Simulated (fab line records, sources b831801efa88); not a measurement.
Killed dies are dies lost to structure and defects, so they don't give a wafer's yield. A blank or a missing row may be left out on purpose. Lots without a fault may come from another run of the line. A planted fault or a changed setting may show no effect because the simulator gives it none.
fab line records | flow sky130
record lots=5 wafers=15 last_day=48
route steps=708 shown METAL1@448 VIA1@458 METAL2@483 PAD_OPEN@708
lots that met no fault: from a run of the same line without faults
start_h: hours from the record's first day to the start of the lot's first wafer shown | wait_h: hours since the lot's step before | " the same as in the row above | L1.1+2: a row that stands for several wafers | - no value, or no start given | * or withheld: withheld | < > ~ a bound
route shown NAME@n: a module of which the file shows steps, and the number in the route of the first | usual: mean/standard deviation of fault-free wafers | same: alike in all rows | chamber/n: place in a boat | sites: the reading at each site | _std_site: their standard deviation | _edge_site: outer sites' mean less inner sites' | radius_mm: how far each site lies from the wafer's centre | mask NAME#n: copy n | behind: the tool/chamber that last shaped the wafer | hold: why the lot was held/for how many hours/how that ended | device: the transistor (n, p or np) that didn't switch | end of line: the same wafers' tests at the end of the route | a step without rows: its recipe alone | killed: dies lost to structure and defects at the first sort, not the wafer's yield | map: a wafer's dies, x killed, . not, _ none there
set.NAME: the setting as run; set.NAME@STEP: as run at that earlier step | model.NAME: the simulator's own value behind a step, which no gauge read
lots at some steps of the route; a table a step, a row a wafer
services: from which hour (start_h, from the record's first day; less than 0 if before it) a tool's chamber was out of use, for how many hours, and why
## steps
# step SKY_METAL1_DEVELOP_14
# recipe develop_time_s=60 resist=KrF-thick dev_temp_c=21
# step SKY_METAL1_CD_MEAS_15
# recipe target_cd_nm=140
# usual cd_nm=139.8/1.6
# columns lot.wafer tool chamber start_h wait_h cd_nm
L102.1 cd_sem-01 - 747.05 - 141.2
L102.2 " - " " 142.7
L102.3 " - " " 141.6
L107.2 cd_sem-02 - 790.57 - 138.5
L107.3 " - " " 140.5
L107.4 " - " " 139.0
L111.1 cd_sem-02 - 854.66 - 137.9
L111.3 " - " " 137.6
L111.5 " - " " 137.8
L113.2 cd_sem-02 - 859.97 - 138.3
L113.3 " - " " 138.7
L113.6 " - " " 140.4
L116.1 cd_sem-02 - 871.90 - 141.4
L116.4 " - " " 140.4
L116.6 " - " " 141.4
# step SKY_METAL1_OVL_MEAS_16
# usual METAL1_OVL=0/6
# columns lot.wafer tool chamber start_h wait_h METAL1_OVL[nm]
L102.1 overlay-02 - 747.17 0.1 7
L102.2 " - " " 9
L102.3 " - " " 2
L107.2 overlay-01 - 790.68 0.1 3
L107.3 " - " " 5
L107.4 " - " " 6
L111.1 overlay-02 - 854.78 0.1 5
L111.3 " - " " 1
L111.5 " - " " 1
L113.2 overlay-01 - 860.08 0.1 -5
L113.3 " - " " 3
L113.6 " - " " 1
L116.1 overlay-01 - 872.02 0.1 8
L116.4 " - " " 14
L116.6 " - " " 5
# step SKY_METAL1_DESCUM_17
# recipe chemistry=O2 source_power_w=150 bias_power_w=0 pressure_mtorr=10 temp_c=40 time_s=8
# usual drypump_motor_current_A=5.96/0.25 oes_product_au=0.994/0.01
# columns lot.wafer tool chamber start_h wait_h drypump_motor_current_A oes_product_au rf_hours_counter_h
L102.1 rie_metal-01 1 747.21 0.0 6.16 0.993 8
L102.2 " 0 " " 6.33 0.998 1
L102.3 " 1 " " 6.17 0.989 -
L107.2 rie_metal-04 1 790.72 0.0 5.77 0.983 -
L107.3 " 1 " " 5.78 0.990 -
L107.4 " 1 " " 5.78 0.985 -
L111.1 rie_metal-04 1 854.82 0.0 5.76 0.977 3
L111.3 " 1 " " 5.76 0.981 -
L111.5 " 1 " " 5.77 0.980 -
L113.2 rie_metal-01 0 860.11 0.0 6.32 0.986 5
L113.3 " 0 " " 6.33 0.996 -
L113.6 " 0 " " 6.31 0.998 -
L116.1 rie_metal-02 0 872.06 0.0 6.18 0.987 6
L116.4 " 1 " " 5.76 1.017 -
L116.6 " 1 " " 5.73 1.016 -
# step SKY_METAL1_ETCH_18
# recipe chemistry=N2/H2 target=BARC ion_energy_ev=200 bias_w=100 pressure_mtorr=30 n2_flow_sccm=100 h2_flow_sccm=200 icp_w=500 stop_on=SiO2 time_s=45.9 target_depth_a=600
# step SKY_METAL1_METAL_ETCH_19
# recipe target_depth_a=3600 stop_on=SiO2 over_etch_frac=0.3 time_s=78 chemistry=Cl2/BCl3 resist_sidewall_deg=88 pressure_mtorr=10 icp_w=900 bias_w=48.5 Cl2_flow_sccm=60 bcl3_flow_sccm=30
# step SKY_METAL1_STRIP_20
# recipe chemistry=O2/N2 power_w=1400 pressure_mtorr=1500 platen_temp_c=withheld o2_flow_sccm=3000 n2_flow_sccm=300 overash_fraction=0.5
# usual drypump_motor_current_A=6.2/0.48 n2_flow_sccm=299.9/0.93 oes_product_au=0.344/0.0054 strip_time_to_endpoint_s=2.72/0.046
# columns lot.wafer tool chamber start_h wait_h drypump_motor_current_A n2_flow_sccm oes_product_au rf_hours_counter_h strip_time_to_endpoint_s
L102.1 plasma_asher-01 0 747.39 0.1 5.9 299.2 0.339 93 2.74
L102.2 " 1 " " 5.7 300.0 0.339 93 2.72
L102.3 " 1 " " 5.7 301.2 0.350 - 2.73
L107.2 plasma_asher-03 0 791.08 0.1 6.8 300.1 0.352 65 2.74
L107.3 " 1 " " 6.7 300.1 0.342 - 2.75
L107.4 " 0 " " 6.7 300.4 0.341 - 2.73
L111.1 plasma_asher-04 1 855.00 0.1 5.4 301.0 0.343 11 2.79
L111.3 " 0 " " 6.2 298.9 0.349 - 2.75
L111.5 " 1 " " 5.4 301.2 0.347 - 2.78
L113.2 plasma_asher-04 0 860.29 0.1 6.1 299.5 0.351 12 2.72
L113.3 " 0 " " 6.1 300.1 0.339 - 2.75
L113.6 " 1 " " 5.4 297.8 0.344 - 2.71
L116.1 plasma_asher-01 0 872.24 0.1 5.9 300.5 0.344 105 2.78
L116.4 " 0 " " 5.9 300.6 0.351 - 2.65
L116.6 " 0 " " 5.9 301.2 0.353 - 2.63
# step SKY_METAL1_STRIP_21
# recipe chemistry=post_etch_residue_remover time_s=1200 temp_c=72.5
# step SKY_METAL1_CLEAN_22
# recipe chemistry=IPA time_s=180 temp_c=25
# step SKY_METAL1_CLEAN_23
# recipe chemistry=O3/DIW dry=n2_spin
# step SKY_VIA1_HDPCVD_00
# recipe material=SiO2 target_thk_nm=1030 sigma_open_frac=0.3 time_s=171.7 temp_c=400 sih4_flow_sccm=60 pressure_mtorr=6
# step SKY_VIA1_THK_MEAS_01
# recipe reads=SiO2_of_VIA1_HDPCVD_00
# usual VIA1_HDPCVD_THK=1031/9.4
# columns lot.wafer tool chamber start_h wait_h VIA1_HDPCVD_THK[nm]
L102.1 film_metro-02 - 748.13 0.1 1034
L102.2 " - " " 1028
L102.3 " - " " 1026
L107.2 film_metro-01 - 791.88 0.1 1035
L107.3 " - " " 1024
L107.4 " - " " 1034
L111.1 film_metro-03 - 855.70 0.1 1024
L111.3 " - " " 1033
L111.5 " - " " 1033
L113.2 film_metro-01 - 861.00 0.1 1031
L113.3 " - " " 1035
L113.6 " - " " 1031
L116.1 film_metro-01 - 873.04 0.1 1037
L116.4 " - " " 1043
L116.6 " - " " 1019
# step SKY_VIA1_CMP_02
# recipe material=SiO2 down_force_psi=4 platen_rpm=60 pad_velocity_m_s=0.94248
# usual motor_current_A=12.2/1.2 retaining_ring_pressure_frac=0.999/0.0051
# columns lot.wafer tool chamber start_h wait_h motor_current_A retaining_ring_pressure_frac
L102.2 cmp-02 2 748.55 0.4 12.9 1.003
L102.3 " 3 " " 10.0 0.991
L102.1 " 0 " " 11.6 0.993
L107.4 cmp-01 1 791.98 0.1 12.0 0.991
L107.3 " 2 " " 11.5 0.993
L107.2 " 3 " " 11.9 1.002
L111.3 cmp-02 3 855.86 0.1 10.4 0.993
L111.1 " 0 " " 11.4 0.995
L111.5 " 1 " " 13.2 1.001
L113.2 cmp-01 3 861.05 0.0 12.3 1.002
L113.3 " 0 " " 13.9 1.008
L113.6 " 0 " " 13.9 1.007
L116.1 cmp-01 3 873.10 0.1 12.9 1.005
L116.4 " 2 " " 11.2 1.004
L116.6 " 0 " " 14.1 0.991
# step SKY_VIA1_BOW_MEAS_03
# recipe mode=bow
# usual VIA1_BOW=80/7.7
# columns lot.wafer tool chamber start_h wait_h VIA1_BOW[um]
L102.1 film_metro-02 - 748.85 0.1 91
L102.2 " - " " 101
L102.3 " - " " 78
L107.2 film_metro-03 - 792.25 0.1 77
L107.3 " - " " 79
L107.4 " - " " 92
L111.1 film_metro-03 - 856.06 0.1 67
L111.3 " - " " 72
L111.5 " - " " 70
L113.2 film_metro-01 - 861.37 0.3 86
L113.3 " - " " 75
L113.6 " - " " 79
L116.1 film_metro-03 - 873.40 0.2 90
L116.4 " - " " 79
L116.6 " - " " 82
# step SKY_VIA1_DEHYDRATE_04
# recipe temp_c=200 time_s=60
# step SKY_VIA1_HMDS_05
# recipe prime_time_s=60 prime_temp_c=120
# step SKY_VIA1_COAT_06
# recipe resist=BARC temp_c=withheld time_s=withheld spin_rpm=3000 resist_thk_nm=60
# step SKY_VIA1_COAT_07
# recipe resist=KrF-thick spin_rpm=3000 resist_thk_nm=450
# step SKY_VIA1_SOFTBAKE_08
# recipe temp_c=100 time_s=90 resist=KrF-thick
# step SKY_VIA1_EXPOSE_09
# recipe mask_id=VIM na=0.8 source_shape=annular sigma_inner=0.55 sigma_outer=0.85 target_cd_nm=150 dose_mj=38
# step SKY_VIA1_PEB_10
# recipe peb_temp_c=withheld peb_time_s=withheld resist=KrF-thick
# step SKY_VIA1_DEVELOP_11
# recipe develop_time_s=60 resist=KrF-thick dev_temp_c=21
# step SKY_VIA1_CD_MEAS_12
# recipe target_cd_nm=150
# usual cd_nm=149.2/1.5
# columns lot.wafer tool chamber start_h wait_h cd_nm
L102.1 cd_sem-01 - 775.58 - 149.2
L102.2 " - " " 148.0
L102.3 " - " " 150.1
L107.2 cd_sem-01 - 818.47 - 148.6
L107.3 " - " " 148.6
L107.4 " - " " 148.0
L111.1 cd_sem-01 - 882.15 - 148.6
L111.3 " - " " 147.9
L111.5 " - " " 147.9
L113.2 cd_sem-02 - 886.32 - 150.3
L113.3 " - " " 148.8
L113.6 " - " " 149.3
L116.1 cd_sem-01 - 898.43 - 149.9
L116.4 " - " " 150.9
L116.6 " - " " 149.9
# step SKY_VIA1_OVL_MEAS_13
# usual VIA1_OVL=1/5.6
# columns lot.wafer tool chamber start_h wait_h VIA1_OVL[nm]
L102.1 overlay-01 - 775.70 0.1 -2
L102.2 " - " " -3
L102.3 " - " " -3
L107.2 overlay-02 - 818.58 0.1 9
L107.3 " - " " 1
L107.4 " - " " 6
L111.1 overlay-02 - 882.27 0.1 2
L111.3 " - " " -2
L111.5 " - " " 4
L113.2 overlay-02 - 886.43 0.1 2
L113.3 " - " " -3
L113.6 " - " " 0
L116.1 overlay-01 - 898.59 0.1 5
L116.4 " - " " 9
L116.6 " - " " 3
# step SKY_VIA1_ETCH_14
# recipe chemistry=N2/H2 target=BARC ion_energy_ev=200 source_w=500 bias_w=100 pressure_mtorr=30 n2_flow_sccm=100 h2_flow_sccm=200 stop_on=SiO2 time_s=45.9 target_depth_a=600
# step SKY_VIA1_ETCH_15
# recipe target=SiO2 chemistry=C4F8/O2/Ar target_depth_nm=351 stop_on=TiN mask_material=KrF-thick source_w=1500 bias_w=1200 pressure_mtorr=40 c4f8_flow_sccm=withheld O2_flow_sccm=6 Ar_flow_sccm=300 time_s=54
# usual bias_w=1200/3.3 oes_product_au=0.982/0.0062
# columns lot.wafer tool chamber start_h wait_h bias_w oes_product_au rf_hours_counter_h
L102.1 rie_diel-04 3 775.78 0.0 1199 0.987 5
L102.2 " 2 " " 1199 0.970 13
L102.3 " 0 " " 1200 0.986 1
L107.2 rie_diel-03 3 818.65 0.0 1200 0.973 4
L107.3 " 0 " " 1200 0.978 5
L107.4 " 0 " " 1205 0.978 -
L111.1 rie_diel-03 1 882.35 0.0 1203 0.980 11
L111.3 " 3 " " 1203 0.976 6
L111.5 " 1 " " 1197 0.985 -
L113.2 rie_diel-02 2 886.50 0.0 1194 0.983 14
L113.3 " 1 " " 1200 0.982 5
L113.6 " 1 " " 1206 0.976 -
L116.1 rie_diel-04 2 898.66 0.0 1203 0.976 17
L116.4 " 3 " " 1198 0.984 9
L116.6 " 1 " " 1198 0.971 -
# step SKY_VIA1_STRIP_16
# recipe chemistry=O2/N2 power_w=1400 pressure_mtorr=1500 platen_temp_c=withheld o2_flow_sccm=3000 n2_flow_sccm=300 overash_fraction=0.5
# step SKY_VIA1_STRIP_17
# recipe chemistry=post_etch_residue_remover time_s=1200 temp_c=72.5
# step SKY_VIA1_CLEAN_18
# recipe chemistry=IPA time_s=180 temp_c=25
# step SKY_VIA1_CLEAN_19
# recipe chemistry=O3/DIW dry=n2_spin
# step SKY_VIA1_SPUTTER_20
# recipe material=TiN target_thk_nm=20 chamber_pressure_pa=5 power_w=4000 time_s=80
# usual throttle_valve_pct=29.8/1.1
# columns lot.wafer tool chamber start_h wait_h throttle_valve_pct
L102.1 pvd_sputter-04 - 776.42 0.0 27.9
L102.2 " - " " 30.8
L102.3 " - " " 30.5
L107.2 pvd_sputter-04 - 819.29 0.0 30.8
L107.3 " - " " 31.6
L107.4 " - " " 30.0
L111.1 pvd_sputter-01 - 883.40 0.0 28.5
L111.3 " - " " 29.7
L111.5 " - " " 30.4
L113.2 pvd_sputter-01 - 887.18 0.0 29.6
L113.3 " - " " 28.9
L113.6 " - " " 30.3
L116.1 pvd_sputter-04 - 899.34 0.0 30.8
L116.4 " - " " 30.6
L116.6 " - " " 28.0
# step SKY_VIA1_CVD_21
# recipe material=W target_thk_nm=270 time_s=80.902 temp_c=400 pressure_torr=40
# step SKY_VIA1_RS_MEAS_22
# recipe thk_meas_gauge=four-point-probe reads=W_of_VIA1_CVD_21+TiN_of_VIA1_SPUTTER_20
# usual VIA1_W_RS=0.429/0.0048
# columns lot.wafer tool chamber start_h wait_h VIA1_W_RS[ohm/sq]
L102.1 film_metro-01 - 776.57 0.1 0.436
L102.2 " - " " 0.436
L102.3 " - " " 0.433
L107.2 film_metro-03 - 819.47 0.1 0.423
L107.3 " - " " 0.423
L107.4 " - " " 0.434
L111.1 film_metro-02 - 883.64 0.2 0.432
L111.3 " - " " 0.437
L111.5 " - " " 0.432
L113.2 film_metro-02 - 887.35 0.1 0.433
L113.3 " - " " 0.436
L113.6 " - " " 0.429
L116.1 film_metro-01 - 899.50 0.1 0.435
L116.4 " - " " 0.428
L116.6 " - " " 0.425
# step SKY_VIA1_THK_MEAS_23
# recipe thk_meas_gauge=xrf reads=W_of_VIA1_CVD_21
# usual VIA1_W_THK=264.2/2.9
# columns lot.wafer tool chamber start_h wait_h VIA1_W_THK[nm]
L102.1 film_metro-01 - 776.69 0.1 259.1
L102.2 " - " " 258.6
L102.3 " - " " 260.0
L107.2 film_metro-03 - 819.58 0.1 268.0
L107.3 " - " " 268.2
L107.4 " - " " 261.5
L111.1 film_metro-02 - 883.76 0.1 262.7
L111.3 " - " " 259.9
L111.5 " - " " 261.6
L113.2 film_metro-02 - 887.46 0.1 263.0
L113.3 " - " " 261.9
L113.6 " - " " 264.3
L116.1 film_metro-01 - 899.62 0.1 262.8
L116.4 " - " " 266.8
L116.6 " - " " 267.6
# step SKY_VIA1_CMP_24
# recipe stop_on=SiO2 t_overpolish_s=15 down_force_psi=3.5 platen_rpm=60 target_thk_nm=0 pad_velocity_m_s=0.94248
# usual motor_current_A=11.3/1 overpolish_run_s=15.001/0.0082 retaining_ring_pressure_frac=1.000/0.0051 time_to_endpoint_s=66/3.9
# columns lot.wafer tool chamber start_h wait_h motor_current_A overpolish_run_s retaining_ring_pressure_frac time_to_endpoint_s
L102.3 cmp-02 2 776.80 0.1 12.6 15.001 1.013 68
L102.2 " 3 " " 9.2 14.998 0.996 69
L102.1 " 0 " " 10.7 14.991 1.006 71
L107.4 cmp-02 1 819.63 0.0 11.6 15.008 0.997 71
L107.2 " 3 " " 9.4 15.007 0.995 70
L107.3 " 0 " " 10.7 15.014 1.000 70
L111.1 cmp-02 0 883.87 0.1 9.8 15.004 0.993 73
L111.3 " 1 " " 12.3 15.001 1.004 71
L111.5 " 0 " " 10.2 14.992 0.999 71
L113.2 cmp-01 1 887.56 0.1 11.3 15.011 0.997 62
L113.3 " 2 " " 10.6 15.005 0.994 64
L113.6 " 1 " " 11.0 14.987 1.003 64
L116.1 cmp-02 3 899.68 0.1 9.1 15.011 1.001 70
L116.4 " 1 " " 12.6 14.994 1.003 69
L116.6 " 0 " " 9.7 15.005 0.999 73
# step SKY_METAL2_SPUTTER_00
# recipe material=Ti target_thk_nm=15 power_w=3000 time_s=10 chamber_pressure_pa=0.4
# step SKY_METAL2_SPUTTER_01
# recipe material=TiN target_thk_nm=20 power_w=6500 time_s=16.7 chamber_pressure_pa=0.4
# step SKY_METAL2_SPUTTER_02
# recipe material=AlCu target_thk_nm=250 power_w=10600 time_s=13.3 chamber_pressure_pa=0.4
# step SKY_METAL2_SPUTTER_03
# recipe material=Ti target_thk_nm=5 power_w=3000 time_s=3.3 chamber_pressure_pa=0.4
# step SKY_METAL2_SPUTTER_04
# recipe material=TiN target_thk_nm=70 power_w=6500 time_s=58.3 chamber_pressure_pa=0.4
# step SKY_METAL2_RS_MEAS_05
# recipe thk_meas_gauge=four-point-probe reads=TiN_of_METAL2_SPUTTER_04+Ti_of_METAL2_SPUTTER_03+AlCu_of_METAL2_SPUTTER_02+TiN_of_METAL2_SPUTTER_01+Ti_of_METAL2_SPUTTER_00
# usual METAL2_ALCU_RS=0.1264/0.0015
# columns lot.wafer tool chamber start_h wait_h METAL2_ALCU_RS[ohm/sq]
L102.1 film_metro-04 - 777.19 0.0 0.1279
L102.2 " - " " 0.1258
L102.3 " - " " 0.1286
L107.2 film_metro-04 - 820.09 0.0 0.1289
L107.3 " - " " 0.1259
L107.4 " - " " 0.1275
L111.1 film_metro-01 - 884.26 0.0 0.1288
L111.3 " - " " 0.1260
L111.5 " - " " 0.1287
L113.2 film_metro-03 - 887.97 0.0 0.1265
L113.3 " - " " 0.1249
L113.6 " - " " 0.1259
L116.1 film_metro-03 - 900.12 0.0 0.1271
L116.4 " - " " 0.1242
L116.6 " - " " 0.1247
# step SKY_METAL2_THK_MEAS_06
# recipe thk_meas_gauge=xrf reads=AlCu_of_METAL2_SPUTTER_02
# usual METAL2_ALCU_THK=250.9/2.9
# columns lot.wafer tool chamber start_h wait_h METAL2_ALCU_THK[nm]
L102.1 film_metro-04 - 777.31 0.1 250.1
L102.2 " - " " 253.3
L102.3 " - " " 247.1
L107.2 film_metro-04 - 820.20 0.1 246.8
L107.3 " - " " 253.0
L107.4 " - " " 251.7
L111.1 film_metro-01 - 884.38 0.1 246.1
L111.3 " - " " 251.7
L111.5 " - " " 245.9
L113.2 film_metro-03 - 888.08 0.1 249.0
L113.3 " - " " 251.0
L113.6 " - " " 251.5
L116.1 film_metro-03 - 900.24 0.1 250.1
L116.4 " - " " 255.0
L116.6 " - " " 254.2
# step SKY_PAD_OPEN_PROBE_99
# usual defect_limited_yield=82.3/1.8 killed_at_M0_to_M3=44/7.2 killed_at_M4_up=3.1/1.8 killed_at_contacts=24/4.5 killed_at_front_end=16/4.4 killed_at_other=0.2/0.42 killed_dies=87/8.9 killed_on_rim=17/4.1 killed_open=48/6.4 killed_short=39/6.2 sort_bin_3_pad_short=0.9/0.46 sort_bin_5_function=10.5/1.6 sort_bin_6_memory=6.3/1.1 sort_n_pass=405/8.9 sort_yield_pct=82.3/1.8
# same gross_dies=492 killed_at_back_side=0 sort_bin_4_leakage[%]=0 sort_bin_8_speed[%]=0
# columns lot.wafer tool chamber start_h wait_h defect_limited_yield[%] killed_at_M0_to_M3 killed_at_M4_up killed_at_contacts killed_at_front_end killed_at_other killed_dies killed_on_rim killed_open killed_short sort_bin_3_pad_short[%] sort_bin_5_function[%] sort_bin_6_memory[%] sort_n_pass sort_yield_pct[%] model.etest.tester.sort_n_pass model.etest.tester.sort_yield_pct model.etest.tester.sort_bin_5_pct model.etest.tester.sort_bin_6_pct model.etest.tester.sort_bin_3_pct
L102.1 prober-01 - 1053.83 0.1 79.1 51 3 26 23 0 103 18 66 37 0.4 13.6 6.9 389 79.1 389 79.06 13.62 6.911 0.4065
L102.2 prober-01 - 1053.88 0.1 83.1 49 1 19 14 0 83 21 43 40 1.6 10.2 5.1 409 83.1 409 83.13 10.16 5.081 1.626
L102.3 prober-01 - 1053.93 0.2 82.7 39 2 30 14 0 85 15 52 33 1.0 10.4 5.9 407 82.7 407 82.72 10.37 5.894 1.016
L107.2 prober-02 - 1088.36 0.1 79.1 56 4 27 16 0 103 24 55 48 1.2 12.6 7.1 389 79.1 389 79.06 12.6 7.114 1.22
L107.3 prober-02 - 1088.41 0.2 83.3 43 3 22 14 0 82 19 49 33 0.4 11.6 4.7 410 83.3 410 83.33 11.59 4.675 0.4065
L107.4 prober-02 - 1088.46 0.2 80.9 51 0 24 18 1 94 16 61 33 1.2 12.2 5.7 398 80.9 398 80.89 12.2 5.691 1.22
L111.1 prober-02 - 1137.74 0.1 79.9 53 2 29 15 0 99 18 56 43 1.2 13.8 5.1 393 79.9 393 79.88 13.82 5.081 1.22
L111.3 prober-02 - 1137.84 0.2 79.7 53 4 30 12 1 100 19 50 50 1.2 13.2 5.9 392 79.7 392 79.67 13.21 5.894 1.22
L111.5 prober-02 - 1137.94 0.2 50.2 213 1 22 9 0 245 46 38 36 2.8 31.5 15.4 247 50.2 247 50.2 31.5 15.45 2.846
L113.2 prober-02 - 1139.36 0.1 82.9 42 2 23 17 0 84 12 45 39 1.0 10.6 5.5 408 82.9 408 82.93 10.57 5.488 1.016
L113.3 prober-02 - 1139.41 0.2 81.3 47 2 22 21 0 92 25 54 38 0.6 12.0 6.1 400 81.3 400 81.3 11.99 6.098 0.6098
L113.6 prober-02 - 1139.56 0.2 78.3 57 7 25 18 0 107 21 56 51 1.2 11.2 9.3 385 78.3 385 78.25 11.18 9.35 1.22
L116.1 prober-01 - 1149.58 0.1 81.5 41 3 27 20 0 91 21 55 36 1.2 11.8 5.5 401 81.5 401 81.5 11.79 5.488 1.22
L116.4 prober-01 - 1149.73 0.2 79.5 51 3 28 19 0 101 21 57 44 0.8 10.8 8.9 391 79.5 391 79.47 10.77 8.943 0.813
L116.6 prober-01 - 1149.83 0.2 79.9 45 2 30 22 0 99 14 58 41 0.8 12.0 7.3 393 79.9 393 79.88 11.99 7.317 0.813
# killed by level:class
L102.1 VIA1:geometric_particle:open=15 CONTACT:geometric_particle:open=14 VIA3:geometric_particle:open=7 LI_CONTACT:geometric_particle:open=7 VIA1:geometric_particle:short=7 FIELD_ISO:geometric_particle:open=5 POLY_GATE:geometric_particle:open=5 POLY_GATE:geometric_particle:short=5
L102.2 VIA1:geometric_particle:open=12 VIA3:geometric_particle:open=9 LI_CONTACT:geometric_particle:open=6 CONTACT:geometric_particle:open=6 METAL1:geometric_particle:short=6 METAL2:geometric_particle:short=5 VIA3:geometric_particle:short=5 POLY_GATE:geometric_particle:open=4
L102.3 CONTACT:geometric_particle:open=12 VIA1:geometric_particle:open=11 LI_CONTACT:geometric_particle:open=8 VIA3:geometric_particle:open=6 VIA1:geometric_particle:short=6 LI_CONTACT:geometric_particle:short=5 VIA2:geometric_particle:open=4 FIELD_ISO:geometric_particle:open=3
L107.2 VIA1:geometric_particle:open=12 CONTACT:geometric_particle:open=9 VIA2:geometric_particle:open=8 METAL1:geometric_particle:short=7 VIA1:geometric_particle:short=7 VIA3:geometric_particle:open=7 LI_CONTACT:geometric_particle:open=6 LOCAL_INTERCONNECT:geometric_particle:short=5
L107.3 VIA1:geometric_particle:open=9 VIA1:geometric_particle:short=7 CONTACT:geometric_particle:short=7 CONTACT:geometric_particle:open=7 VIA3:geometric_particle:open=7 FIELD_ISO:geometric_particle:open=5 LI_CONTACT:geometric_particle:open=4 LOCAL_INTERCONNECT:geometric_particle:short=4
L107.4 CONTACT:geometric_particle:open=15 VIA1:geometric_particle:open=15 VIA3:geometric_particle:open=8 FIELD_ISO:geometric_particle:open=7 FIELD_ISO:geometric_particle:short=5 METAL1:geometric_particle:short=5 LI_CONTACT:geometric_particle:open=4 VIA2:geometric_particle:short=4
L111.1 VIA1:geometric_particle:open=15 CONTACT:geometric_particle:open=10 METAL1:geometric_particle:short=8 LI_CONTACT:geometric_particle:open=7 VIA1:geometric_particle:short=7 FIELD_ISO:geometric_particle:open=6 FIELD_ISO:geometric_particle:short=5 METAL2:geometric_particle:short=5
L111.3 VIA1:geometric_particle:open=11 VIA2:geometric_particle:open=10 CONTACT:geometric_particle:open=10 LOCAL_INTERCONNECT:geometric_particle:short=7 VIA1:geometric_particle:short=7 VIA2:geometric_particle:short=7 METAL1:geometric_particle:short=6 LI_CONTACT:geometric_particle:open=5
L111.5 VIA1:unspecified=171 METAL2:geometric_particle:short=9 VIA1:geometric_particle:open=7 LI_CONTACT:geometric_particle:open=6 CONTACT:geometric_particle:short=6 LOCAL_INTERCONNECT:geometric_particle:short=5 CONTACT:geometric_particle:open=5 METAL1:geometric_particle:short=5
L113.2 CONTACT:geometric_particle:open=12 VIA1:geometric_particle:open=11 VIA1:geometric_particle:short=9 VIA3:geometric_particle:short=5 FIELD_ISO:geometric_particle:open=4 FIELD_ISO:geometric_particle:short=4 LOCAL_INTERCONNECT:geometric_particle:short=4 VIA3:geometric_particle:open=4
L113.3 VIA1:geometric_particle:open=11 CONTACT:geometric_particle:open=9 VIA3:geometric_particle:open=8 CONTACT:geometric_particle:short=8 FIELD_ISO:geometric_particle:open=6 METAL2:geometric_particle:short=6 POLY_GATE:geometric_particle:open=5 VIA2:geometric_particle:open=5
L113.6 VIA1:geometric_particle:open=14 VIA1:geometric_particle:short=11 CONTACT:geometric_particle:open=10 POLY_GATE:geometric_particle:open=7 METAL2:geometric_particle:short=7 LI_CONTACT:geometric_particle:open=6 VIA3:geometric_particle:short=6 VIA3:geometric_particle:open=6
L116.1 VIA1:geometric_particle:open=14 FIELD_ISO:geometric_particle:open=9 LI_CONTACT:geometric_particle:open=9 FIELD_ISO:geometric_particle:short=8 CONTACT:geometric_particle:short=8 VIA2:geometric_particle:open=7 METAL2:geometric_particle:short=6 CONTACT:geometric_particle:open=5
L116.4 VIA1:geometric_particle:open=12 LI_CONTACT:geometric_particle:open=10 VIA3:geometric_particle:open=9 METAL2:geometric_particle:short=9 VIA2:geometric_particle:open=8 FIELD_ISO:geometric_particle:short=7 CONTACT:geometric_particle:open=7 LI_CONTACT:geometric_particle:short=6
L116.6 VIA3:geometric_particle:open=11 VIA1:geometric_particle:open=10 LI_CONTACT:geometric_particle:open=8 CONTACT:geometric_particle:open=8 POLY_GATE:geometric_particle:short=7 POLY_GATE:geometric_particle:open=7 LI_CONTACT:geometric_particle:short=5 LOCAL_INTERCONNECT:geometric_particle:short=5
# map L111.5 (x killed, . not)
__________....x..xx._________
________x......x..x.x._______
______.xxx.xx...xx.xxxxx_____
_____.xxxx..x..xx..x.xxxx____
____..x.x.x..xxx....x.....___
___x...xxx..xxx....x.x.xxxx__
__.x.xx.xx..x.x.x..x.....x.._
_x.xxx.x..x..xx.....xx.....x.
_..x.x..xxx.xxxxx.x..x.xx..xx
_..x.....x.xx..xx....xxx.x...
_x.xx...xxxx..x.x..x.xx...x.x
_xx..x.x.....x...x..xx.x.x..x
_xxxx.xxx.xxxx.xxx.xxxx.xxxx.
_....x..xx.xxxxxxx.x.xxxx..xx
_x..x.xx...xx.xxxxx..x.x...xx
__xxxxx...x..xx.x.x....xxx.._
___x.x.xxxxx..xxx....x.x.xx__
____...xx..x...xxxx.xxx...___
_____.x.x.xxxx..xx..x.x..____
______..xx....x.x.xx.xxx_____
________..x.xxx.x.xxx._______
__________xx.....xx._________
# map L102.1 (x killed, . not)
__________......x..._________
________.xx...x...x..x_______
______..x......xx..xx.x._____
_____..............x....x____
____..xxx.xx.x.x...x...x.x___
___..x...xxx..xx...........__
__.....x...x...x.........x.x_
_..x.................x....x..
_.....x...x..x....xx.x.....x.
_...xxx.x...x...xx...x.x.xx..
_....x..x..x...x.....x..xx...
_.........x................x.
_......x.....x....x..........
_.x.x.x....x...x.x..x.x....x.
_.xx.....................xx.x
__x..xx..................x.x_
___.x.x..xx..x.........x...__
____..x...x...x...........___
_____.x............x.....____
______..x.....x......x.._____
________......x......._______
__________x........._________
## services
# columns tool chamber start_h hours kind
cmp-01 - 730.13 2.4 repair
plasma_asher-04 - 733.75 9.0 pm
rie_metal-04 0 734.72 22.3 repair
rie_metal-04 - 738.13 2.8 pm
cmp-02 - 744.25 4.0 pm
cmp-01 - 747.34 2.3 repair
pvd_sputter-01 - 748.91 1.9 repair
cmp-01 - 777.99 6.8 repair
cmp-01 - 796.39 1.4 repair
cmp-01 - 810.30 6.4 pm
rie_diel-04 0 810.59 2.9 repair
rie_diel-02 1 812.11 3.7 repair
rie_diel-03 2 815.27 6.7 repair
rie_diel-03 - 819.39 2.8 pm
pvd_sputter-04 - 828.75 1.2 repair
rie_metal-02 - 837.31 1.0 repair
cmp-01 - 841.40 1.2 repair
rie_diel-02 3 855.73 4.3 repair
rie_diel-03 2 866.94 6.9 repair
rie_metal-04 - 870.87 4.3 pm
cmp-01 - 877.12 0.8 repair
rie_metal-02 - 888.30 21.0 repair
cmp-01 - 893.01 11.3 pm
rie_diel-02 - 897.13 15.6 pm
## key
first_sign step=SKY_PAD_OPEN_PROBE_99 reading=killed_at_M0_to_M3 direction=up sigmas=24 usual=44 struck=213
effect step=SKY_PAD_OPEN_PROBE_99 reading=defect_limited_yield direction=down sigmas=18 usual=82.3 struck=50.2
model_effect step=SKY_PAD_OPEN_PROBE_99 value=etest.tester.sort_n_pass without=406 struck=247
met_at SKY_VIA1_CMP_02
struck_wafers L111.5
loop_trim step=SKY_VIA1_EXPOSE_09 setting=dose lots=L111
fault kind=chamber_particle_source tool=cmp-02 chamber=1 onset_h=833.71 steps=SKY_VIA1_CMP_02 rate_per_visit_cm2=0.84206 end_h=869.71
# loop_trim: a control loop set the setting to another value than it would have without faults
